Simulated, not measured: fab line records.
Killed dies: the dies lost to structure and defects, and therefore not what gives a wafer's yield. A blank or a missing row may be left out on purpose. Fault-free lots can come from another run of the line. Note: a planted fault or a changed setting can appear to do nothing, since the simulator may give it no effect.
fab line records ; flow sky130
record: lots: 12; wafers: 36; last_day: 50
route steps=708 shown VIA3@593 METAL4@600 PASSIVATION@681 PAD_OPEN@701
lots with no fault: from the same line, run without faults
start_h: hours from the record's opening day to when the first of the lot's shown wafers began ; wait_h: how many hours have passed since the lot's step before this one ; " unchanged from the row above ; L1.1+2: several wafers, shown together as one row ; - no value, or no start given ; * or withheld: withheld ; < > ~ a bound
route shown NAME@n: a module of which the file shows steps, and the number in the route of the first ; usual: the fault-free wafers' mean and standard deviation ; same: alike in all rows ; chamber/n: place in a boat ; sites: the reading at each site ; _std_site: standard deviation across them ; _edge_site: mean of outer sites minus mean of inner sites ; radius_mm: how far each site lies from the wafer's centre ; mask NAME#n: copy n ; behind: the most recent tool/chamber to have shaped the wafer ; hold: what put the lot on hold/how long, in hours/how the hold closed ; device: transistor that didn't switch, given as n, p or np ; end of line: the same wafers' tests at the end of the route ; a step given without rows: its recipe and nothing more ; killed: the dies lost at the first sort to structure and to defects; this is not the yield of the wafer ; map: the dies of a wafer, with x for killed, . for not killed, _ for no die there
set.NAME: the setting that was run; set.NAME@STEP: the one run at that earlier step ; model.NAME: the simulator's own value behind a step, which no gauge read
the route's steps for a sample of lots (tables are steps, rows are wafers)
services: from which hour (start_h, from the record's first day; less than 0 if before it) a tool's chamber was out of use, for how many hours, and why
== steps ==
step: SKY_VIA3_SPUTTER_20
recipe: material: TiN; target_thk_nm: 20; chamber_pressure_pa: 5; power_w: 4000; time_s: 80
usual: throttle_valve_pct: 30.3/0.79
lot.wafer;tool;chamber;start_h;wait_h;throttle_valve_pct
L947.1;pvd_sputter-03;-;924.04;0.0;29.6
L947.5;pvd_sputter-03;-;924.04;0.0;29.5
L947.6;pvd_sputter-03;-;924.04;0.0;31.4
L948.3;pvd_sputter-03;-;934.07;0.0;30.3
L948.4;pvd_sputter-03;-;934.07;0.0;31.5
L948.6;pvd_sputter-03;-;934.07;0.0;30.2
L950.4;pvd_sputter-02;-;971.02;0.0;29.9
L950.5;pvd_sputter-02;-;971.02;0.0;30.1
L950.6;pvd_sputter-02;-;971.02;0.0;29.4
L951.1;pvd_sputter-03;-;972.88;0.0;29.6
L951.2;pvd_sputter-03;-;972.88;0.0;31.3
L951.6;pvd_sputter-03;-;972.88;0.0;31.3
L954.1;pvd_sputter-01;-;978.54;0.0;28.4
L954.2;pvd_sputter-01;-;978.54;0.0;30.5
L954.4;pvd_sputter-01;-;978.54;0.0;30.7
L957.2;pvd_sputter-01;-;1005.65;0.0;30.4
L957.4;pvd_sputter-01;-;1005.65;0.0;28.7
L957.6;pvd_sputter-01;-;1005.65;0.0;28.6
L958.2;pvd_sputter-02;-;1013.98;0.0;31.1
L958.3;pvd_sputter-02;-;1013.98;0.0;29.8
L958.4;pvd_sputter-02;-;1013.98;0.0;29.6
L959.1;pvd_sputter-02;-;1018.82;0.0;29.4
L959.5;pvd_sputter-02;-;1018.82;0.0;31.2
L959.6;pvd_sputter-02;-;1018.82;0.0;29.6
L960.3;pvd_sputter-01;-;1022.79;0.0;30.1
L960.4;pvd_sputter-01;-;1022.79;0.0;28.7
L960.6;pvd_sputter-01;-;1022.79;0.0;30.8
L961.2;pvd_sputter-01;-;1027.67;0.0;30.5
L961.4;pvd_sputter-01;-;1027.67;0.0;30.4
L961.5;pvd_sputter-01;-;1027.67;0.0;28.7
L962.1;pvd_sputter-01;-;1032.52;0.0;29.8
L962.3;pvd_sputter-01;-;1032.52;0.0;30.7
L962.5;pvd_sputter-01;-;1032.52;0.0;29.9
L969.2;pvd_sputter-03;-;1076.38;0.0;31.3
L969.3;pvd_sputter-03;-;1076.38;0.0;29.7
L969.4;pvd_sputter-03;-;1076.38;0.0;30.2
step: SKY_METAL4_SPUTTER_02
recipe: material: AlCu; target_thk_nm: 735; power_w: 10600; time_s: 39.1; chamber_pressure_pa: 0.4
usual: throttle_valve_pct: 30.2/1.2
lot.wafer;tool;chamber;start_h;wait_h;throttle_valve_pct
L947.1;pvd_sputter-02;-;924.75;0.0;31.0
L947.5;pvd_sputter-02;-;924.75;0.0;29.5
L947.6;pvd_sputter-02;-;924.75;0.0;30.1
L948.3;pvd_sputter-03;-;934.78;0.0;29.8
L948.4;pvd_sputter-03;-;934.78;0.0;31.1
L948.6;pvd_sputter-03;-;934.78;0.0;31.2
L950.4;pvd_sputter-02;-;971.73;0.0;30.1
L950.5;pvd_sputter-02;-;971.73;0.0;31.2
L950.6;pvd_sputter-02;-;971.73;0.0;29.6
L951.1;pvd_sputter-03;-;975.19;0.0;31.6
L951.2;pvd_sputter-03;-;975.19;0.0;31.2
L951.6;pvd_sputter-03;-;975.19;0.0;31.4
L954.1;pvd_sputter-03;-;979.25;0.0;31.3
L954.2;pvd_sputter-03;-;979.25;0.0;29.6
L954.4;pvd_sputter-03;-;979.25;0.0;30.1
L957.2;pvd_sputter-03;-;1006.37;0.0;31.7
L957.4;pvd_sputter-03;-;1006.37;0.0;31.1
L957.6;pvd_sputter-03;-;1006.37;0.0;30.2
L958.2;pvd_sputter-03;-;1014.69;0.0;29.7
L958.3;pvd_sputter-03;-;1014.69;0.0;30.4
L958.4;pvd_sputter-03;-;1014.69;0.0;31.2
L959.1;pvd_sputter-04;-;1019.53;0.0;30.3
L959.5;pvd_sputter-04;-;1019.53;0.0;29.5
L959.6;pvd_sputter-04;-;1019.53;0.0;31.2
L960.3;pvd_sputter-04;-;1023.50;0.0;31.1
L960.4;pvd_sputter-04;-;1023.50;0.0;31.2
L960.6;pvd_sputter-04;-;1023.50;0.0;30.6
L961.2;pvd_sputter-03;-;1029.04;0.0;29.8
L961.4;pvd_sputter-03;-;1029.04;0.0;30.0
L961.5;pvd_sputter-03;-;1029.04;0.0;30.0
L962.1;pvd_sputter-02;-;1033.23;0.0;29.6
L962.3;pvd_sputter-02;-;1033.23;0.0;31.1
L962.5;pvd_sputter-02;-;1033.23;0.0;29.6
L969.2;pvd_sputter-04;-;1077.25;0.0;31.4
L969.3;pvd_sputter-04;-;1077.25;0.0;30.6
L969.4;pvd_sputter-04;-;1077.25;0.0;29.6
step: SKY_PASSIVATION_CVD_00
recipe: material: SiO2; target_thk_nm: 90; temp_c: 400; time_s: withheld; rf_w: 600
usual: heater_power_w: 694/97
lot.wafer;tool;chamber;start_h;wait_h;heater_power_w
L947.1;pecvd-01;0;1025.54;0.0;748
L947.5;pecvd-01;2;1025.54;0.0;730
L947.6;pecvd-01;0;1025.54;0.0;742
L948.3;pecvd-03;2;1033.37;0.0;816
L948.4;pecvd-03;1;1033.37;0.0;710
L948.6;pecvd-03;0;1033.37;0.0;687
L950.4;pecvd-03;0;1062.72;0.0;610
L950.5;pecvd-03;2;1062.72;0.0;853
L950.6;pecvd-03;1;1062.72;0.0;633
L951.1;pecvd-03;1;1069.97;0.0;691
L951.2;pecvd-03;2;1069.97;0.0;774
L951.6;pecvd-03;0;1069.97;0.0;694
L954.1;pecvd-01;1;1073.52;0.0;606
L954.2;pecvd-01;2;1073.52;0.0;616
L954.4;pecvd-01;2;1073.52;0.0;621
L957.2;pecvd-01;2;1098.14;0.0;621
L957.4;pecvd-01;1;1098.14;0.0;615
L957.6;pecvd-01;2;1098.14;0.0;637
L958.2;pecvd-04;0;1103.62;0.0;543
L958.3;pecvd-04;1;1103.62;0.0;533
L958.4;pecvd-04;2;1103.62;0.0;711
L959.1;pecvd-04;1;1106.88;0.0;593
L959.5;pecvd-04;0;1106.88;0.0;672
L959.6;pecvd-04;2;1106.88;0.0;743
L960.3;pecvd-03;2;1109.69;0.0;765
L960.4;pecvd-03;2;1109.69;0.0;772
L960.6;pecvd-03;0;1109.69;0.0;708
L961.2;pecvd-04;0;1115.65;0.0;569
L961.4;pecvd-04;2;1115.65;0.0;773
L961.5;pecvd-04;1;1115.65;0.0;601
L962.1;pecvd-04;0;1120.63;0.0;634
L962.3;pecvd-04;1;1120.63;0.0;574
L962.5;pecvd-04;0;1120.63;0.0;644
L969.2;pecvd-04;1;1158.49;0.0;597
L969.3;pecvd-04;2;1158.49;0.0;722
L969.4;pecvd-04;0;1158.49;0.0;534
step: SKY_PAD_OPEN_ETCH_07
recipe: chemistry: CF4/O2; target_depth_nm: 725; stop_on: AlCu; source_w: 800; bias_w: 150; pressure_mtorr: 150; cf4_flow_sccm: 80; O2_flow_sccm: 10; time_s: 161.1
usual: drypump_motor_current_A: 5.9/0.33; oes_product_au: 0.976/0.0059; throttle_valve_pct: 5.964/0.0092
lot.wafer;tool;chamber;start_h;wait_h;drypump_motor_current_A;oes_product_au;rf_hours_counter_h;throttle_valve_pct
L947.1;rie_diel-02;1;1069.01;-;5.9;0.981;18;5.977
L947.5;rie_diel-02;0;1069.01;-;5.6;0.991;-;5.958
L947.6;rie_diel-02;1;1069.01;-;5.9;0.977;-;5.957
L948.3;rie_diel-02;1;1075.57;-;5.9;0.970;18;5.968
L948.4;rie_diel-02;2;1075.57;-;6.1;0.974;-;5.963
L948.6;rie_diel-02;1;1075.57;-;5.9;0.979;-;5.978
L950.4;rie_diel-03;3;1104.13;-;6.3;0.978;16;5.960
L950.5;rie_diel-03;0;1104.13;-;5.8;0.981;-;5.974
L950.6;rie_diel-03;1;1104.13;-;5.8;0.979;-;5.962
L951.1;rie_diel-03;0;1108.81;-;5.8;0.976;19;5.966
L951.2;rie_diel-03;2;1108.81;-;6.4;0.975;22;5.958
L951.6;rie_diel-03;1;1108.81;-;5.8;0.977;-;5.967
L954.1;rie_diel-04;1;1114.37;-;5.7;0.970;15;5.967
L954.2;rie_diel-04;0;1114.37;-;6.0;0.967;25;5.937
L954.4;rie_diel-04;3;1114.37;-;5.1;0.980;22;5.961
L957.2;rie_diel-03;1;1137.71;-;5.8;0.981;13;5.962
L957.4;rie_diel-03;3;1137.71;-;6.4;0.985;-;5.972
L957.6;rie_diel-03;1;1137.71;-;5.8;0.984;-;5.961
L958.2;rie_diel-02;0;1142.58;-;5.6;0.971;10;5.970
L958.3;rie_diel-02;1;1142.58;-;5.9;0.969;21;5.950
L958.4;rie_diel-02;2;1142.58;-;6.2;0.987;29;5.961
L959.1;rie_diel-04;0;1145.27;-;6.1;0.970;27;5.963
L959.5;rie_diel-04;2;1145.27;-;5.7;0.983;-;5.972
L959.6;rie_diel-04;3;1145.27;-;5.1;0.983;-;5.965
L960.3;rie_diel-03;1;1148.11;-;5.8;0.980;13;5.944
L960.4;rie_diel-03;3;1148.11;-;6.3;0.988;18;5.976
L960.6;rie_diel-03;0;1148.11;-;5.8;0.984;-;5.962
L961.2;rie_diel-02;1;1152.28;-;5.9;0.967;21;5.959
L961.4;rie_diel-02;2;1152.28;-;6.1;0.977;29;5.943
L961.5;rie_diel-02;0;1152.28;-;5.6;0.984;-;5.989
L962.1;rie_diel-03;1;1157.51;-;5.8;0.971;14;5.953
L962.3;rie_diel-03;2;1157.51;-;6.4;0.970;24;5.959
L962.5;rie_diel-03;2;1157.51;-;6.4;0.974;-;5.973
L969.2;rie_diel-03;3;1189.44;-;6.3;0.974;20;5.968
L969.3;rie_diel-03;1;1189.44;-;5.8;0.983;15;5.958
L969.4;rie_diel-03;0;1189.44;-;5.8;0.980;23;5.979
step: SKY_PAD_OPEN_PROBE_99
usual: defect_limited_yield: 82.5/1.9; killed_at_M0_to_M3: 44/6.6; killed_at_M4_up: 3.0/2; killed_at_contacts: 24/5.1; killed_at_front_end: 15/4.1; killed_at_other: 0.4/0.62; killed_dies: 86/9.3; killed_open: 46/6.8; killed_short: 40/5.8; sort_bin_3_pad_short: 0.8/0.4; sort_bin_5_function: 10.3/1.4; sort_bin_6_memory: 6.4/1; sort_n_pass: 406/9.3; sort_yield_pct: 82.5/1.9
same: gross_dies: 492; killed_at_back_side: 0; sort_bin_4_leakage[%]: 0; sort_bin_8_speed[%]: 0
lot.wafer;tool;chamber;start_h;wait_h;defect_limited_yield[%];killed_at_M0_to_M3;killed_at_M4_up;killed_at_contacts;killed_at_front_end;killed_at_other;killed_dies;killed_open;killed_short;sort_bin_3_pad_short[%];sort_bin_5_function[%];sort_bin_6_memory[%];sort_n_pass;sort_yield_pct[%]
L961.2;prober-02;-;1154.69;0.1;82.3;42;5;27;13;0;87;48;39;1.0;10.2;6.5;405;82.3
L961.4;prober-02;-;1154.79;0.2;72.4;82;10;27;17;0;136;45;47;2.0;18.3;7.3;356;72.4
L961.5;prober-02;-;1154.84;0.2;85.4;32;4;23;13;0;72;32;40;0.2;8.7;5.7;420;85.4
L962.1;prober-01;-;1159.87;0.1;73.8;86;2;27;14;0;129;41;42;1.6;17.5;7.1;363;73.8
L962.3;prober-01;-;1159.97;0.2;79.3;59;2;25;15;1;102;58;44;1.0;10.6;9.1;390;79.3
L962.5;prober-01;-;1160.07;0.2;70.7;94;3;34;13;0;144;62;36;2.8;18.3;8.1;348;70.7
killed by level:class
L961.2 VIA1:geometric_particle:open=18 CONTACT:geometric_particle:open=9 LOCAL_INTERCONNECT:geometric_particle:short=6 VIA3:geometric_particle:open=6 VIA1:geometric_particle:short=5 FIELD_ISO:geometric_particle:open=4 LI_CONTACT:geometric_particle:open=4 CONTACT:geometric_particle:short=4
L961.4 VIA3:unspecified=44 CONTACT:geometric_particle:open=9 METAL4:geometric_particle:short=9 LI_CONTACT:geometric_particle:open=6 CONTACT:geometric_particle:short=6 METAL1:geometric_particle:short=6 VIA1:geometric_particle:open=6 VIA2:geometric_particle:open=6
L961.5 CONTACT:geometric_particle:open=8 LI_CONTACT:geometric_particle:open=6 VIA1:geometric_particle:short=6 VIA1:geometric_particle:open=6 FIELD_ISO:geometric_particle:short=5 METAL2:geometric_particle:short=4 METAL4:geometric_particle:short=4 POLY_GATE:geometric_particle:open=3
L962.1 VIA3:unspecified=46 VIA1:geometric_particle:open=9 LOCAL_INTERCONNECT:geometric_particle:short=7 FIELD_ISO:geometric_particle:short=6 VIA2:geometric_particle:open=6 CONTACT:geometric_particle:open=6 CONTACT:geometric_particle:short=5 METAL2:geometric_particle:short=5
L962.3 VIA2:geometric_particle:open=13 CONTACT:geometric_particle:open=13 VIA1:geometric_particle:open=9 VIA3:geometric_particle:open=8 METAL2:geometric_particle:short=7 VIA3:geometric_particle:short=7 CONTACT:geometric_particle:short=6 FIELD_ISO:geometric_particle:open=5
L962.5 VIA3:unspecified=46 VIA1:geometric_particle:open=13 LI_CONTACT:geometric_particle:open=11 CONTACT:geometric_particle:open=11 VIA3:geometric_particle:open=8 LOCAL_INTERCONNECT:geometric_particle:short=7 METAL1:geometric_particle:short=7 CONTACT:geometric_particle:short=5
== services ==
tool;chamber;start_h;hours;kind
rie_diel-02;2;902.52;7.1;repair
pvd_sputter-04;-;903.38;32.2;repair
pvd_sputter-01;-;915.19;2.7;repair
rie_diel-03;0;919.19;15.4;repair
pvd_sputter-01;-;923.58;3.6;repair
pecvd-01;-;944.27;1.3;repair
rie_diel-02;0;962.38;44.1;repair
rie_diel-02;-;977.39;15.6;pm
rie_diel-03;3;991.12;9.3;repair
pecvd-03;0;998.43;3.6;repair
pecvd-01;1;1000.84;9.3;repair
pecvd-03;-;1010.78;0.8;repair
pecvd-03;-;1067.26;2.5;repair
rie_diel-03;3;1069.05;4.4;repair
pvd_sputter-03;-;1096.70;3.5;repair
pecvd-04;-;1104.62;0.4;repair
rie_diel-02;3;1109.66;4.2;repair
pvd_sputter-02;-;1123.39;6.7;repair
pvd_sputter-03;-;1126.98;3.9;repair
rie_diel-03;2;1137.40;4.2;repair
pvd_sputter-03;-;1145.30;4.9;repair
rie_diel-02;2;1154.49;5.2;repair
rie_diel-02;2;1175.25;1.3;repair
pvd_sputter-02;-;1180.89;1.3;repair
== key ==
first_sign: step: SKY_PAD_OPEN_PROBE_99; reading: killed_at_M0_to_M3; direction: up; sigmas: 6.6; usual: 44; struck: 87
effect: step: SKY_PAD_OPEN_PROBE_99; reading: sort_bin_5_function; direction: up; sigmas: 5.4; usual: 10.3; struck: 18.0
met_at SKY_VIA3_SPUTTER_20
struck_lots L961,L962
struck_wafers L961.4,L962.1,L962.5
not_acting_at SKY_METAL4_SPUTTER_02,SKY_PASSIVATION_CVD_00,SKY_PAD_OPEN_ETCH_07
fault: kind: chamber_particle_source; tool: pvd_sputter-01; chamber: -; onset_h: 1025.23; steps: SKY_VIA3_SPUTTER_20; rate_per_visit_cm2: 0.48521; end_h: 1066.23; scope: struck_wafers_only
